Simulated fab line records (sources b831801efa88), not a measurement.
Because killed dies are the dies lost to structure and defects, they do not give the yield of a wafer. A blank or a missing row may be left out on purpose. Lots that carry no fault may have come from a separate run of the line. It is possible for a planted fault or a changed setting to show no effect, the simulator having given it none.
Problem report in the 8D (eight disciplines) form, filled by code -- flow sky130 -- the parts of the form that need people (team, actions taken, sign-off) are left out

## 1. WHAT WENT WRONG
Mean of spinSpeedRpm at SKY_METAL2_COAT_10: 2954.3 rpm across 6 wafers in 2 lots; on wafers with no fault it is 2999.7 rpm (standard deviation 2.2). Relative to the usual mean, that is a shift of -21 standard deviations.
The step: resist thk 450 nm.
First observed at day 40 07:00: wafer L155.1, on lithoTrack-04. The record has a number at this step for 18 wafers belonging to 6 lots. By rule, "out" or "out of limits" means more than 4 standard deviations away from the usual mean. The rest of the wafers with a number are treated as sound.

## 2. WHAT THIS IS AND IS NOT
question,is,is not
which readings at this step,spinSpeedRpm,-
which lots,"L155, L157","L147, L151, L161, L162"
which wafers of those lots,all that have a number,-
read on which tools,lithoTrack-04,"lithoTrack-01, lithoTrack-02"
when,from day 40 07:00,"up to then (6 sound wafers); but 6 sound wafers of L161, L162 came after"

## 3. WHAT RULES OUT EACH SUSPECT
Counting: a tool at a process step up to the reading stays a suspect if it ran every lot that is out and no sound lot after the first of them.
- lithoTrack-04 at SKY_METAL2_COAT_10 (resist thk 450 nm): kept. Every lot that is out went through it, starting with L155 (day 40 07:00), and after that it ran no sound lot; the last sound lot it ran before then is L151 (day 38 17:00). Its own readings are out on those wafers: spinSpeedRpm.
Remaining after the count: lithoTrack-04 at SKY_METAL2_COAT_10.

## 4. THE CAUSE (what the simulator had put in)
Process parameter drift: lithoTrack-04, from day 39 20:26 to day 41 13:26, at SKY_METAL2_COAT_10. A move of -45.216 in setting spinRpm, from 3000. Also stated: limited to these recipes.
This tool alone remained once counting was done.

## 5. THE EFFECT CHAIN, in route order
Each row: a reading whose mean over the struck wafers that have a number lies more than 3 standard deviations from the usual. Only readings whose record carries a usual standard deviation are examined. hours: median over the lots of the time between each lot's start at the first step of this table that gives one and its start at this step. sigmas: the change, counted in usual standard deviations.
hours,step,reading,usual,on struck wafers,change,sigmas
0,SKY_METAL2_COAT_10,spinSpeedRpm,2999.7 rpm,2954.3,-45.4,-21
Here are the process steps it includes:
- SKY_METAL2_COAT_10: resist thk 450 nm.
Later measuring or inspecting steps at which every struck wafer that the step has a row for has a number for every such reading, and none has moved that far: SKY_METAL2_CD_MEAS_15, SKY_METAL2_OVL_MEAS_16.

## 6. WHAT WOULD HAVE CAUGHT IT SOONER
First out-of-limits reading in this record: day 40 07:00, which is 11 hours after fault onset at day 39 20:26.
